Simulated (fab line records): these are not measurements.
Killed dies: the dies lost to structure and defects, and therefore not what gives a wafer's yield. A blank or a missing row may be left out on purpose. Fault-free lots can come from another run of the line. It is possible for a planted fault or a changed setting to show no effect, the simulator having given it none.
What tool caused it? :: flow sky130 :: 36 wafers from 12 lots sampled at 4 of the route's 708 steps

WHAT EACH GAUGE READ, for each wafer
SKY_PAD_OPEN_BOW_MEAS_13. Usual: PAD_OPEN_BOW typically reads 50 um, with standard deviation 9.
lot: L317
measured: day 46 20:57
on: filmMetro-02
PAD_OPEN_BOW (um): 55 49 53
flag: 

lot: L319
measured: day 47 02:23
on: filmMetro-04
PAD_OPEN_BOW (um): 53 54 55
flag: 

lot: L324
measured: day 48 05:32
on: filmMetro-02
PAD_OPEN_BOW (um): 58 59 64
flag: 

lot: L326
measured: day 48 08:45
on: filmMetro-04
PAD_OPEN_BOW (um): 55 44 58
flag: 

lot: L327
measured: day 48 22:50
on: filmMetro-01
PAD_OPEN_BOW (um): 52 53 59
flag: 

lot: L330
measured: day 49 11:27
on: filmMetro-04
PAD_OPEN_BOW (um): 57 52 61
flag: 

lot: L331
measured: day 49 21:37
on: filmMetro-01
PAD_OPEN_BOW (um): 44 52 42
flag: 

lot: L332
measured: day 49 23:25
on: filmMetro-02
PAD_OPEN_BOW (um): 55 44 52
flag: 

lot: L333
measured: day 49 23:34
on: filmMetro-04
PAD_OPEN_BOW (um): 53 49 48
flag: 

lot: L338
measured: day 51 14:22
on: filmMetro-04
PAD_OPEN_BOW (um): 45 35 25
flag: 

lot: L339
measured: day 51 14:32
on: filmMetro-01
PAD_OPEN_BOW (um): 52 48 61
flag: 

lot: L337
measured: day 51 16:49
on: filmMetro-01
PAD_OPEN_BOW (um): 57 52 44
flag: 

WHICH TOOL RAN EACH LOT (tool, then ch and the chambers of the sampled wafers, then the start)
lot: L317
SKY_METAL4_SPUTTER_04: pvdSputter-01, day 40 23:52
SKY_CAP2M_METAL_ETCH_13: rieMetal-01 ch 0, day 41 22:55
SKY_PASSIVATION_CVD_00: pecvd-03 ch 1,2, day 45 00:43

lot: L319
SKY_METAL4_SPUTTER_04: pvdSputter-02, day 41 04:17
SKY_CAP2M_METAL_ETCH_13: rieMetal-03 ch 0,1, day 42 04:11
SKY_PASSIVATION_CVD_00: pecvd-03 ch 1,2, day 45 05:15

lot: L324
SKY_METAL4_SPUTTER_04: pvdSputter-03, day 42 13:56
SKY_CAP2M_METAL_ETCH_13: rieMetal-01 ch 0,1, day 43 13:32
SKY_PASSIVATION_CVD_00: pecvd-01 ch 0,2, day 46 11:05

lot: L326
SKY_METAL4_SPUTTER_04: pvdSputter-02, day 42 18:49
SKY_CAP2M_METAL_ETCH_13: rieMetal-02 ch 0, day 43 18:23
SKY_PASSIVATION_CVD_00: pecvd-03 ch 0,1, day 46 14:35

lot: L327
SKY_METAL4_SPUTTER_04: pvdSputter-01, day 43 11:04
SKY_CAP2M_METAL_ETCH_13: rieMetal-03 ch 0,1, day 44 10:13
SKY_PASSIVATION_CVD_00: pecvd-01 ch 0,2, day 47 06:44

lot: L330
SKY_METAL4_SPUTTER_04: pvdSputter-02, day 44 04:24
SKY_CAP2M_METAL_ETCH_13: rieMetal-01 ch 0,1, day 45 02:31
SKY_PASSIVATION_CVD_00: pecvd-04 ch 0,2, day 47 20:08

lot: L331
SKY_METAL4_SPUTTER_04: pvdSputter-02, day 44 14:51
SKY_CAP2M_METAL_ETCH_13: rieMetal-01 ch 0,1, day 45 12:12
SKY_PASSIVATION_CVD_00: pecvd-03 ch 1,2, day 48 05:54

lot: L332
SKY_METAL4_SPUTTER_04: pvdSputter-02, day 44 16:10
SKY_CAP2M_METAL_ETCH_13: rieMetal-01 ch 0,1, day 45 13:59
SKY_PASSIVATION_CVD_00: pecvd-01 ch 1,2, day 48 08:24

lot: L333
SKY_METAL4_SPUTTER_04: pvdSputter-03, day 44 16:49
SKY_CAP2M_METAL_ETCH_13: rieMetal-01 ch 0,1, day 45 14:48
SKY_PASSIVATION_CVD_00: pecvd-03 ch 0,1, day 48 08:47

lot: L338
SKY_METAL4_SPUTTER_04: pvdSputter-02, day 46 22:35
SKY_CAP2M_METAL_ETCH_13: rieMetal-01 ch 1, day 47 18:31
SKY_PASSIVATION_CVD_00: pecvd-04 ch 0,2, day 50 04:53

lot: L339
SKY_METAL4_SPUTTER_04: pvdSputter-03, day 47 02:26
SKY_CAP2M_METAL_ETCH_13: rieMetal-01 ch 0,1, day 47 21:26
SKY_PASSIVATION_CVD_00: pecvd-01 ch 1,2, day 50 05:39

lot: L337
SKY_METAL4_SPUTTER_04: pvdSputter-03, day 47 04:02
SKY_CAP2M_METAL_ETCH_13: rieMetal-02 ch 0,1, day 47 23:59
SKY_PASSIVATION_CVD_00: pecvd-01 ch 1,2, day 50 08:30
- SKY_METAL4_SPUTTER_04: material TiN, target thk 70 nm, time 58.3 s.
- SKY_CAP2M_METAL_ETCH_13: etches TiN in Cl2/BCl3, stops on SiO2, target depth 220 nm, time 62.9 s.
- SKY_PASSIVATION_CVD_00: deposits SiO2, target thk 90 nm.

AS READ BY THE TOOLS THEMSELVES (means over the sampled wafers that have a number; for cases with no such wafer, the mark the record gives instead)
SKY_METAL4_SPUTTER_04. Usual: throttleValvePct at 29.7 %, with a standard deviation of 1.
lot: L317
tool: pvdSputter-01
throttleValvePct (%): 30.0
flag: 

lot: L319
tool: pvdSputter-02
throttleValvePct (%): 29.7
flag: 

lot: L324
tool: pvdSputter-03
throttleValvePct (%): 29.9
flag: 

lot: L326
tool: pvdSputter-02
throttleValvePct (%): 29.6
flag: 

lot: L327
tool: pvdSputter-01
throttleValvePct (%): 30.8
flag: 

lot: L330
tool: pvdSputter-02
throttleValvePct (%): 29.5
flag: 

lot: L331
tool: pvdSputter-02
throttleValvePct (%): 28.6
flag: 

lot: L332
tool: pvdSputter-02
throttleValvePct (%): 29.7
flag: 

lot: L333
tool: pvdSputter-03
throttleValvePct (%): 30.0
flag: 

lot: L338
tool: pvdSputter-02
throttleValvePct (%): 29.6
flag: 

lot: L339
tool: pvdSputter-03
throttleValvePct (%): 29.5
flag: 

lot: L337
tool: pvdSputter-03
throttleValvePct (%): 29.7
flag: 

SKY_CAP2M_METAL_ETCH_13. Usual: biasW 48.50 W, standard deviation 0.14; drypumpMotorCurrentA 5.83 A, standard deviation 0.28; oesProductAu 0.945 a.u., standard deviation 0.0071; throttleValvePct 21.898 %, standard deviation 0.0099.
lot: L317
tool: rieMetal-01
biasW (W): 48.41
drypumpMotorCurrentA (A): 6.07
oesProductAu (a.u.): 0.949
throttleValvePct (%): 21.902
flag: 

lot: L319
tool: rieMetal-03
biasW (W): 48.48
drypumpMotorCurrentA (A): 5.60
oesProductAu (a.u.): 0.944
throttleValvePct (%): 21.901
flag: 

lot: L324
tool: rieMetal-01
biasW (W): 48.55
drypumpMotorCurrentA (A): 5.96
oesProductAu (a.u.): 0.949
throttleValvePct (%): 21.901
flag: 

lot: L326
tool: rieMetal-02
biasW (W): 48.58
drypumpMotorCurrentA (A): 6.16
oesProductAu (a.u.): 0.951
throttleValvePct (%): 21.894
flag: 

lot: L327
tool: rieMetal-03
biasW (W): 48.58
drypumpMotorCurrentA (A): 5.72
oesProductAu (a.u.): 0.943
throttleValvePct (%): 21.900
flag: 

lot: L330
tool: rieMetal-01
biasW (W): 48.48
drypumpMotorCurrentA (A): 5.87
oesProductAu (a.u.): 0.949
throttleValvePct (%): 21.884
flag: 

lot: L331
tool: rieMetal-01
biasW (W): 48.51
drypumpMotorCurrentA (A): 5.88
oesProductAu (a.u.): 0.943
throttleValvePct (%): 21.891
flag: 

lot: L332
tool: rieMetal-01
biasW (W): 48.46
drypumpMotorCurrentA (A): 5.86
oesProductAu (a.u.): 0.945
throttleValvePct (%): 21.909
flag: 

lot: L333
tool: rieMetal-01
biasW (W): 48.67
drypumpMotorCurrentA (A): 5.87
oesProductAu (a.u.): 0.953
throttleValvePct (%): 21.889
flag: 

lot: L338
tool: rieMetal-01
biasW (W): 48.62
drypumpMotorCurrentA (A): 5.80
oesProductAu (a.u.): 0.947
throttleValvePct (%): 21.891
flag: 

lot: L339
tool: rieMetal-01
biasW (W): 48.42
drypumpMotorCurrentA (A): 5.97
oesProductAu (a.u.): 0.947
throttleValvePct (%): 21.900
flag: 

lot: L337
tool: rieMetal-02
biasW (W): 48.27
drypumpMotorCurrentA (A): 5.89
oesProductAu (a.u.): 0.940
throttleValvePct (%): 21.905
flag: 

SKY_PASSIVATION_CVD_00. Usual: heaterPowerOuterW 391 W, standard deviation 81; heaterPowerW 676 W, standard deviation 130.
lot: L317
tool: pecvd-03
heaterPowerOuterW (W): 312
heaterPowerW (W): 581
flag: 

lot: L319
tool: pecvd-03
heaterPowerOuterW (W): 281
heaterPowerW (W): 509
flag: 

lot: L324
tool: pecvd-01
heaterPowerOuterW (W): -
heaterPowerW (W): -
flag: OFF

lot: L326
tool: pecvd-03
heaterPowerOuterW (W): -
heaterPowerW (W): -
flag: OFF

lot: L327
tool: pecvd-01
heaterPowerOuterW (W): -
heaterPowerW (W): -
flag: OFF

lot: L330
tool: pecvd-04
heaterPowerOuterW (W): 450
heaterPowerW (W): 768
flag: 

lot: L331
tool: pecvd-03
heaterPowerOuterW (W): 276
heaterPowerW (W): 526
flag: 

lot: L332
tool: pecvd-01
heaterPowerOuterW (W): 411
heaterPowerW (W): 722
flag: 

lot: L333
tool: pecvd-03
heaterPowerOuterW (W): 354
heaterPowerW (W): 604
flag: 

lot: L338
tool: pecvd-04
heaterPowerOuterW (W): 430
heaterPowerW (W): 703
flag: 

lot: L339
tool: pecvd-01
heaterPowerOuterW (W): 419
heaterPowerW (W): 698
flag: 

lot: L337
tool: pecvd-01
heaterPowerOuterW (W): 429
heaterPowerW (W): 727
flag: 

THE ANSWER, worked out from the rows above alone
Rule: a lot counts as off when the mean over its wafers that have a number is more than 3 standard deviations away from the usual mean. A lot without any number at a reading at which 4 lots or more have one is off too. All remaining lots with rows at the step are treated as sound. After the gauges, taken in route order, come the tools' own readings; for these a lot's mean is taken, as printed above. The first step at which some lot is off is used, and at that step the reading that is off furthest; a lot without a number counts as furthest.
Off at SKY_PASSIVATION_CVD_00 (heaterPowerOuterW): L324, L326, L327. Without a number there: L324, L326, L327.
If a tool, at that step or one of the process steps before it, ran each lot that is off and ran no sound lot following the first of them, it fits. Not one of the candidates tried fits.

WHAT THE SIMULATOR HAD INSERTED
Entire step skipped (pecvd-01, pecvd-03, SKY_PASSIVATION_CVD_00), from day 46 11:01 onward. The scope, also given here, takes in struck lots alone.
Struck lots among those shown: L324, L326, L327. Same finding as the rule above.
